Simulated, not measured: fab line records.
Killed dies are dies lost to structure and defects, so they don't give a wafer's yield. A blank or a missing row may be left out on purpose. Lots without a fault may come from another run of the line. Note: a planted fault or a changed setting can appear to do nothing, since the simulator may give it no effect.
fab line records	flow sky130
record lots=10	wafers=30	last-day=50
route steps=708 shown METAL1@440
lots with no fault: from the same line, run without faults
start-h: start of the lot's first displayed wafer, in hours after the record's first day	wait-h: hours elapsed since this lot's preceding step	" same as the row above	L1.1+2: a single row standing in for several wafers	- either no value or no given start	* or withheld: withheld	< > ~ a bound
route shown NAME@n: names a module that has steps shown in the file, with the first one's number in the route	usual: mean and standard deviation over wafers with no fault	same: alike in all rows	chamber/n: place in a boat	sites: per-site readings	_std_site: their standard deviation	_edge_site: inner sites' mean taken away from outer sites' mean	radius-mm: how far each site lies from the wafer's centre	mask NAME#n: copy n	behind: tool/chamber where the wafer was last shaped	hold: reason for holding the lot/hours on hold/outcome of the hold	device: the transistor (n, p or np) that didn't switch	end of line: the route-end tests of the same wafers	a step without rows: its recipe alone	killed: dies that structure and defects cost at the first sort, which is not the same as the wafer's yield	map: a wafer's dies, marking killed ones x, the rest . and places with no die _
set.NAME: the setting that was run; set.NAME@STEP: the one run at that earlier step	model.NAME: the simulator's own value behind a step, which no gauge read
a sample of lots followed through the steps of the route, with each step as a table and each wafer as a row
services: a tool's chamber out of use, with start hour (start-h, from the record's first day; less than 0 if before it), hours out, and reason
## steps
# step SKY_METAL1_THK_MEAS_06
# recipe thk-meas-gauge=xrf	reads=AlCu_of_METAL1_SPUTTER_02
# usual METAL1_ALCU_THK=251.3/2.9
lot.wafer	tool	chamber	start-h	wait-h	METAL1_ALCU_THK[nm]
L569.2	film-metro-03	-	753.77	0.1	251.9
L569.4	"	-	"	"	248.2
L569.5	"	-	"	"	251.7
L570.2	film-metro-01	-	769.35	0.1	254.0
L570.3	"	-	"	"	252.2
L570.6	"	-	"	"	252.7
L573.2	film-metro-01	-	796.00	0.1	252.1
L573.4	"	-	"	"	254.0
L573.6	"	-	"	"	255.0
L578.1	film-metro-01	-	826.47	0.1	250.6
L578.2	"	-	"	"	252.4
L578.5	"	-	"	"	254.4
L580.2	film-metro-01	-	836.28	0.1	245.5
L580.3	"	-	"	"	248.6
L580.6	"	-	"	"	249.0
L582.1	film-metro-03	-	849.71	0.1	251.2
L582.5	"	-	"	"	252.4
L582.6	"	-	"	"	252.4
L583.1	film-metro-02	-	863.09	0.1	255.4
L583.5	"	-	"	"	253.7
L583.6	"	-	"	"	255.1
L584.3	film-metro-01	-	870.09	0.1	252.3
L584.4	"	-	"	"	248.3
L584.5	"	-	"	"	250.4
L587.1	film-metro-01	-	896.56	0.1	252.6
L587.3	"	-	"	"	251.3
L587.6	"	-	"	"	248.6
L589.2	film-metro-03	-	908.18	0.1	247.2
L589.3	"	-	"	"	248.4
L589.4	"	-	"	"	251.9
# step SKY_METAL1_DESCUM_17
# recipe chemistry=O2	source-power-w=150	bias-power-w=0	pressure-mtorr=10	temp-c=40	time-s=8
# usual drypump-motor-current-A=6.1/0.42	oes-product-au=1.001/0.011
lot.wafer	tool	chamber	start-h	wait-h	drypump-motor-current-A	oes-product-au	rf-hours-counter-h
L569.2	rie-metal-01	1	779.92	0.0	5.4	1.013	13
L569.4	"	1	"	"	5.4	1.010	-
L569.5	"	0	"	"	6.6	1.022	-
L570.2	rie-metal-04	1	796.19	0.0	5.5	1.014	14
L570.3	"	1	"	"	5.5	1.002	-
L570.6	"	1	"	"	5.5	1.013	-
L573.2	rie-metal-02	0	823.32	0.0	6.6	1.011	-
L573.4	"	0	"	"	6.5	1.009	-
L573.6	"	0	"	"	6.5	1.018	-
L578.1	rie-metal-02	1	853.61	0.0	6.1	0.991	1
L578.2	"	1	"	"	6.1	0.993	-
L578.5	"	1	"	"	6.1	0.992	-
L580.2	rie-metal-02	1	861.74	0.0	6.1	0.991	1
L580.3	"	0	"	"	6.5	1.005	-
L580.6	"	0	"	"	6.5	1.000	-
L582.1	rie-metal-02	0	874.54	0.0	6.6	1.006	1
L582.5	"	1	"	"	6.1	0.990	-
L582.6	"	0	"	"	6.5	1.004	-
L583.1	rie-metal-04	1	889.55	0.0	5.5	1.014	0
L583.5	"	1	"	"	5.5	1.009	-
L583.6	"	0	"	"	5.9	1.015	-
L584.3	rie-metal-02	0	895.12	0.0	6.5	0.996	-
L584.4	"	1	"	"	6.1	0.982	-
L584.5	"	1	"	"	6.1	0.990	-
L587.1	rie-metal-01	0	922.41	0.0	6.5	1.029	14
L587.3	"	1	"	"	5.4	1.001	-
L587.6	"	1	"	"	5.4	1.006	-
L589.2	rie-metal-01	1	932.86	0.0	5.4	0.996	1
L589.3	"	1	"	"	5.4	1.000	-
L589.4	"	0	"	"	6.5	1.017	-
# step SKY_METAL1_ETCH_18
# recipe chemistry=N2/H2	target=BARC	ion-energy-ev=200	bias-w=100	pressure-mtorr=30	n2-flow-sccm=100	h2-flow-sccm=200	icp-w=500	stop-on=SiO2	time-s=45.9	target-depth-a=600
# usual drypump-motor-current-A=6.1/0.42	oes-product-au=0.855/0.0055	throttle-valve-pct=13.224/0.01
lot.wafer	tool	chamber	start-h	wait-h	drypump-motor-current-A	oes-product-au	rf-hours-counter-h	throttle-valve-pct
L569.2	rie-metal-01	1	779.95	0.0	5.4	0.847	13	13.233
L569.4	"	1	"	"	5.4	0.854	-	13.222
L569.5	"	0	"	"	6.5	0.852	-	13.213
L570.2	rie-metal-04	1	796.23	0.0	5.5	0.859	14	13.224
L570.3	"	1	"	"	5.5	0.849	-	13.207
L570.6	"	1	"	"	5.6	0.854	-	13.242
L573.2	rie-metal-02	0	823.39	0.1	6.5	0.845	-	13.240
L573.4	"	0	"	"	6.5	0.857	-	13.249
L573.6	"	0	"	"	6.5	0.854	-	13.250
L578.1	rie-metal-02	1	853.67	0.1	6.1	0.858	1	13.225
L578.2	"	1	"	"	6.1	0.855	-	13.215
L578.5	"	1	"	"	6.1	0.858	-	13.225
L580.2	rie-metal-02	1	861.78	0.0	6.1	0.860	1	13.214
L580.3	"	0	"	"	6.5	0.853	-	13.218
L580.6	"	0	"	"	6.5	0.858	-	13.218
L582.1	rie-metal-02	0	874.58	0.0	6.6	0.851	1	13.214
L582.5	"	1	"	"	6.2	0.859	-	13.234
L582.6	"	0	"	"	6.6	0.852	-	13.216
L583.1	rie-metal-04	1	889.58	0.0	5.5	0.854	0	13.224
L583.5	"	1	"	"	5.5	0.850	-	13.212
L583.6	"	0	"	"	5.8	0.861	-	13.209
L584.3	rie-metal-02	0	895.16	0.0	6.6	0.857	-	13.230
L584.4	"	1	"	"	6.1	0.855	-	13.218
L584.5	"	1	"	"	6.1	0.870	-	13.226
L587.1	rie-metal-01	0	922.44	0.0	6.6	0.854	14	13.240
L587.3	"	1	"	"	5.4	0.860	-	13.212
L587.6	"	1	"	"	5.4	0.855	-	13.231
L589.2	rie-metal-01	1	932.89	0.0	5.4	0.860	1	13.228
L589.3	"	1	"	"	5.4	0.856	-	13.247
L589.4	"	0	"	"	6.6	0.855	-	13.231
# step SKY_METAL1_METAL_ETCH_19
# recipe target-depth-a=3600	stop-on=SiO2	over-etch-frac=0.3	time-s=78	chemistry=Cl2/BCl3	resist-sidewall-deg=88	pressure-mtorr=10	icp-w=900	bias-w=47.94	Cl2_flow_sccm=60	bcl3-flow-sccm=30
# usual drypump-motor-current-A=6.1/0.43	oes-product-au=0.855/0.0057	over-etch-frac=0.3/0	throttle-valve-pct=22.265/0.0094
lot.wafer	tool	chamber	start-h	wait-h	drypump-motor-current-A	oes-product-au	over-etch-frac	rf-hours-counter-h	throttle-valve-pct
L569.2	rie-metal-01	1	780.01	0.0	5.4	0.854	0.3	13	22.255
L569.4	"	1	"	"	5.4	0.860	0.3	-	22.263
L569.5	"	0	"	"	6.6	0.852	0.3	-	22.272
L570.2	rie-metal-04	1	796.29	0.0	5.5	0.859	0.3	14	22.281
L570.3	"	1	"	"	5.5	0.857	0.3	-	22.266
L570.6	"	1	"	"	5.5	0.845	0.3	-	22.272
L573.2	rie-metal-02	0	823.53	0.1	6.6	0.846	0.3	-	22.265
L573.4	"	0	"	"	6.5	0.859	0.3	-	22.290
L573.6	"	0	"	"	6.5	0.858	0.3	-	22.262
L578.1	rie-metal-02	1	853.80	0.1	6.1	0.848	0.3	1	22.257
L578.2	"	1	"	"	6.1	0.861	0.3	-	22.258
L578.5	"	1	"	"	6.2	0.862	0.3	-	22.268
L580.2	rie-metal-02	1	861.84	0.0	6.1	0.858	0.3	1	22.251
L580.3	"	0	"	"	6.5	0.850	0.3	-	22.250
L580.6	"	0	"	"	6.5	0.858	0.3	-	22.249
L582.1	rie-metal-02	0	874.64	0.0	6.5	0.768	0.58101	1	22.272
L582.5	"	1	"	"	6.1	0.765	0.58101	-	22.253
L582.6	"	0	"	"	6.5	0.770	0.58101	-	22.277
L583.1	rie-metal-04	1	889.64	0.0	5.5	0.865	0.3	0	22.262
L583.5	"	1	"	"	5.5	0.860	0.3	-	22.260
L583.6	"	0	"	"	5.8	0.855	0.3	-	22.270
L584.3	rie-metal-02	0	895.23	0.1	6.5	0.778	0.58101	-	22.249
L584.4	"	1	"	"	6.1	0.764	0.58101	-	22.253
L584.5	"	1	"	"	6.1	0.766	0.58101	-	22.277
L587.1	rie-metal-01	0	922.50	0.0	6.6	0.855	0.3	14	22.265
L587.3	"	1	"	"	5.4	0.863	0.3	-	22.258
L587.6	"	1	"	"	5.4	0.850	0.3	-	22.274
L589.2	rie-metal-01	1	932.95	0.0	5.4	0.841	0.3	2	22.256
L589.3	"	1	"	"	5.4	0.859	0.3	-	22.259
L589.4	"	0	"	"	6.5	0.854	0.3	-	22.268
# step SKY_METAL1_STRIP_20
# recipe chemistry=O2/N2	power-w=1400	pressure-mtorr=1500	platen-temp-c=withheld	o2-flow-sccm=3000	n2-flow-sccm=300	overash-fraction=0.5
# usual drypump-motor-current-A=5.9/0.38	oes-product-au=0.343/0.0049	strip-time-to-endpoint-s=2.72/0.042
lot.wafer	tool	chamber	start-h	wait-h	drypump-motor-current-A	oes-product-au	rf-hours-counter-h	strip-time-to-endpoint-s
L569.2	plasma-asher-03	1	780.10	0.1	6.0	0.346	27	2.69
L569.4	"	0	"	"	6.6	0.340	-	2.71
L569.5	"	0	"	"	6.6	0.340	-	2.67
L570.2	plasma-asher-02	1	796.38	0.1	5.9	0.342	69	2.67
L570.3	"	1	"	"	5.9	0.343	-	2.65
L570.6	"	0	"	"	5.9	0.341	-	2.68
L573.2	plasma-asher-03	1	823.68	0.1	6.1	0.337	31	2.70
L573.4	"	1	"	"	6.0	0.345	-	2.71
L573.6	"	1	"	"	6.1	0.353	-	2.73
L578.1	plasma-asher-03	0	853.98	0.1	6.5	0.355	35	2.79
L578.2	"	1	"	"	6.0	0.345	35	2.79
L578.5	"	1	"	"	6.0	0.349	-	2.77
L580.2	plasma-asher-02	0	861.93	0.1	5.9	0.342	76	2.77
L580.3	"	0	"	"	5.9	0.344	-	2.70
L580.6	"	0	"	"	5.9	0.343	-	2.73
L582.1	plasma-asher-03	1	874.73	0.1	6.0	0.314	37	2.19
L582.5	"	0	"	"	6.6	0.320	-	2.27
L582.6	"	1	"	"	6.0	0.323	-	2.17
L583.1	plasma-asher-02	0	889.73	0.1	5.9	0.343	79	2.71
L583.5	"	0	"	"	5.9	0.345	-	2.70
L583.6	"	1	"	"	5.9	0.340	-	2.70
L584.3	plasma-asher-01	0	895.32	0.1	5.6	0.324	-	2.12
L584.4	"	1	"	"	5.2	0.321	-	2.20
L584.5	"	1	"	"	5.2	0.317	-	2.19
L587.1	plasma-asher-01	1	922.59	0.1	5.2	0.347	118	2.66
L587.3	"	0	"	"	5.5	0.348	-	2.75
L587.6	"	1	"	"	5.1	0.344	-	2.76
L589.2	plasma-asher-02	0	933.04	0.1	5.9	0.347	84	2.74
L589.3	"	1	"	"	5.9	0.347	-	2.77
L589.4	"	0	"	"	5.9	0.334	-	2.64
## services
tool	chamber	start-h	hours	kind
rie-metal-02	0	760.33	1.3	repair
plasma-asher-03	-	763.03	1.3	repair
plasma-asher-02	-	763.84	2.3	repair
plasma-asher-02	-	781.15	2.4	repair
rie-metal-04	-	800.51	1.4	pm
rie-metal-01	-	811.77	2.8	pm
rie-metal-02	1	819.32	-	clean
rie-metal-02	1	819.32	12.7	scheduled-down
rie-metal-02	1	819.32	12.7	vent-cycle
rie-metal-02	0	840.35	-	clean
rie-metal-02	0	840.35	21.1	scheduled-down
rie-metal-02	0	840.35	21.1	vent-cycle
rie-metal-04	1	856.42	-	clean
rie-metal-04	1	856.42	19.0	scheduled-down
rie-metal-04	1	856.42	19.0	vent-cycle
rie-metal-01	1	873.87	-	clean
rie-metal-01	1	873.87	24.4	scheduled-down
rie-metal-01	1	873.87	24.4	vent-cycle
plasma-asher-01	-	888.89	0.7	repair
## key
first-sign step=SKY_METAL1_METAL_ETCH_19	reading=over-etch-frac	direction=up	sigmas=99+	usual=0.3	struck=0.58101
effect step=SKY_METAL1_METAL_ETCH_19	reading=oes-product-au	direction=down	sigmas=15	usual=0.855	struck=0.769
effect step=SKY_METAL1_STRIP_20	reading=strip-time-to-endpoint-s	direction=down	sigmas=12	usual=*	struck=*
met-at SKY_METAL1_METAL_ETCH_19
struck-lots L582,L584
not-acting-at SKY_METAL1_THK_MEAS_06,SKY_METAL1_DESCUM_17,SKY_METAL1_ETCH_18
onset-between 861.84 874.64
fault kind=process-parameter-drift	tool=rie-metal-02	chamber=-	onset-h=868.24	steps=SKY_METAL1_METAL_ETCH_19	channel=over-etch-frac	offset=0.28101	shape=step	end-h=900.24	acts-in=these-recipes-only	stated=0.3
